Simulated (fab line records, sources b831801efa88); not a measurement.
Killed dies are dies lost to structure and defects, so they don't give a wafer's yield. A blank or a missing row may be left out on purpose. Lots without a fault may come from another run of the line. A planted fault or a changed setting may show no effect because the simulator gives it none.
Which tool did it? | flow gf180mcu | 7 lots, 21 wafers sampled, at 3 steps of a route of 602

WHAT THE GAUGES READ, wafer by wafer
GF_CONTACT_OVL_MEAS_15.
lot  | measured     | on         | CONTACT_OVL (nm)
L915 | day 16 16:34 | overlay-01 | 7 4 12
L917 | day 17 15:20 | overlay-02 | -4 8 4
L919 | day 18 00:32 | overlay-02 | 0 2 -12
L921 | day 19 01:52 | overlay-01 | 9 4 5
L926 | day 20 18:41 | overlay-02 | 7 7 -6
L928 | day 21 11:20 | overlay-02 | 12 5 10
L936 | day 24 13:01 | overlay-02 | -5 6 7

WHICH TOOL RAN EACH LOT (tool, then ch and the chambers of the sampled wafers, then the start)
lot  | GF_SALICIDE_RTA_06               | GF_CONTACT_CVD_02
L915 | rtp_anneal-01 ch 0, day 15 18:05 | pecvd-04 ch 1,2, day 15 18:29
L917 | rtp_anneal-02 ch 0, day 16 16:09 | pecvd-04 ch 0,1, day 16 16:33
L919 | rtp_anneal-02 ch 0, day 17 01:12 | pecvd-01 ch 0,1,2, day 17 01:34
L921 | rtp_anneal-01 ch 0, day 17 22:58 | pecvd-04 ch 0,2, day 17 23:22
L926 | rtp_anneal-01 ch 0, day 19 17:27 | pecvd-04 ch 0,1,2, day 19 17:49
L928 | rtp_anneal-01 ch 0, day 20 10:46 | pecvd-03 ch 0,1,2, day 20 11:08
L936 | rtp_anneal-02 ch 0, day 23 13:39 | pecvd-03 ch 0,1, day 23 14:01
- GF_SALICIDE_RTA_06: time 30 s.
- GF_CONTACT_CVD_02: deposits SiO2 from TEOS, target thk 860 nm, time 95.992 s.

THE ANSWER, worked out from the rows above alone
Rule: what is usual is taken from the lots themselves. Put in order of their means at a reading, lots are off if they are a third of the lots or fewer, leave a main group of 4 or more, and stand apart from it by a gap of 3 or more times the standard deviation of the main group's means; of several such gaps the widest counts. A main group whose means are all the same, to the digits that the tables above print for the reading, isn't used. A lot without any number at a reading at which 4 lots or more have one is off too. The other lots that the step has rows for count as sound.
No lot is off at any reading shown: from this, nothing can be told.

WHAT THE SIMULATOR HAD PUT IN
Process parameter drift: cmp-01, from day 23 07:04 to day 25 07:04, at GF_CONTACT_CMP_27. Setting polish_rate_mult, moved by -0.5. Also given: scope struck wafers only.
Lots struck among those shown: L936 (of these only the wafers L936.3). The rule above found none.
